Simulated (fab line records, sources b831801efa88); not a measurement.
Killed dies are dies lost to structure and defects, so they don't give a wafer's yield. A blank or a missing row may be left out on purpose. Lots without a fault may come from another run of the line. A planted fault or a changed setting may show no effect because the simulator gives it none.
Problem report in the 8D (eight disciplines) form, filled by code | flow gf180mcu | the parts of the form that need people (team, actions taken, sign-off) are left out

1. THE PROBLEM
oes_product_au at GF_M2_METAL_ETCH_16 reads a mean of 0.713 a.u. on 6 wafers of 2 lots; wafers without a fault read 0.974 a.u. with a standard deviation of 0.0067. That is -39 standard deviations from the usual mean.
The step: etches the open film in Cl2/BCl3, stops on SiO2, target depth 627.5 nm, time 104.6 s.
First seen on wafer L793.1, day 25 00:13, on rie_metal-02. The record holds 42 wafers of 14 lots with a number at this step. Rule for "out", or "out of limits": more than 4 standard deviations from the usual mean. The other wafers with a number count as sound.

2. WHAT IT IS AND WHAT IT IS NOT
question                    | is                                 | is not
which readings at this step | oes_product_au, throttle_valve_pct | drypump_motor_current_A
which lots                  | L793, L794                         | L780, L781, L782, L783, L785, L786, L787, L795, L796, L797, L799, L800
which wafers of those lots  | all that have a number             | -
read on which tools         | rie_metal-02                       | rie_metal-01, rie_metal-03
when                        | from day 25 00:13                  | up to then (21 sound wafers); but 15 sound wafers of L795, L796, L797, L799, L800 came after

3. SUSPECTS, AND WHAT RULES EACH OUT
Counting: a tool at a process step up to the reading stays a suspect if it ran every lot that is out and no sound lot after the first of them.
- rie_metal-02 at GF_M2_METAL_ETCH_16 (etches the open film in Cl2/BCl3, stops on SiO2, target depth 627.5 nm, time 104.6 s): kept. It ran every lot that is out, first L793 (day 25 00:13), and no sound lot after that; its last sound lot up to then is L786 (day 22 01:19). Its own readings are out on those wafers: oes_product_au, throttle_valve_pct.
Left after counting: rie_metal-02 at GF_M2_METAL_ETCH_16.

4. THE CAUSE (what the simulator had put in)
Process parameter drift: rie_metal-02, from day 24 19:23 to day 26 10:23, at GF_M2_METAL_ETCH_16. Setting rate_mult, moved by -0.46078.
Counting left only this tool.

5. THE CHAIN OF EFFECTS, in route order
Each row: a reading whose mean over the struck wafers that have a number lies more than 3 standard deviations from the usual. Only readings for which the record gives a usual standard deviation are gone through. hours: the time from each lot's start at the first step in this table that gives one to its start at this step, as a median over the lots. sigmas: the change in usual standard deviations.
hours | step                | reading                  | usual      | on struck wafers | change | sigmas
0     | GF_M2_METAL_ETCH_16 | oes_product_au           | 0.974 a.u. | 0.713            | -0.261 | -39
0     | GF_M2_METAL_ETCH_16 | throttle_valve_pct       | 28.247 %   | 28.532           | +0.285 | +29
0     | GF_M2_STRIP_17      | oes_product_au           | 0.558 a.u. | 0.607            | +0.049 | +11
0     | GF_M2_STRIP_17      | strip_time_to_endpoint_s | 7.89 s     | 9.05             | +1.16  | +27
The process steps in it:
- GF_M2_METAL_ETCH_16: etches the open film in Cl2/BCl3, stops on SiO2, target depth 627.5 nm, time 104.6 s.
- GF_M2_STRIP_17: strips in O2/N2.
Later measuring or inspecting steps at which every struck wafer that the step has a row for has a number for every such reading, and none has moved that far: GF_V2_THK_MEAS_01, GF_V2_THK_MEAS_03.

6. WHAT WOULD HAVE CAUGHT IT SOONER
In this record the first reading out of limits was taken at day 25 00:13, 5 hours after the fault began at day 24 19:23.
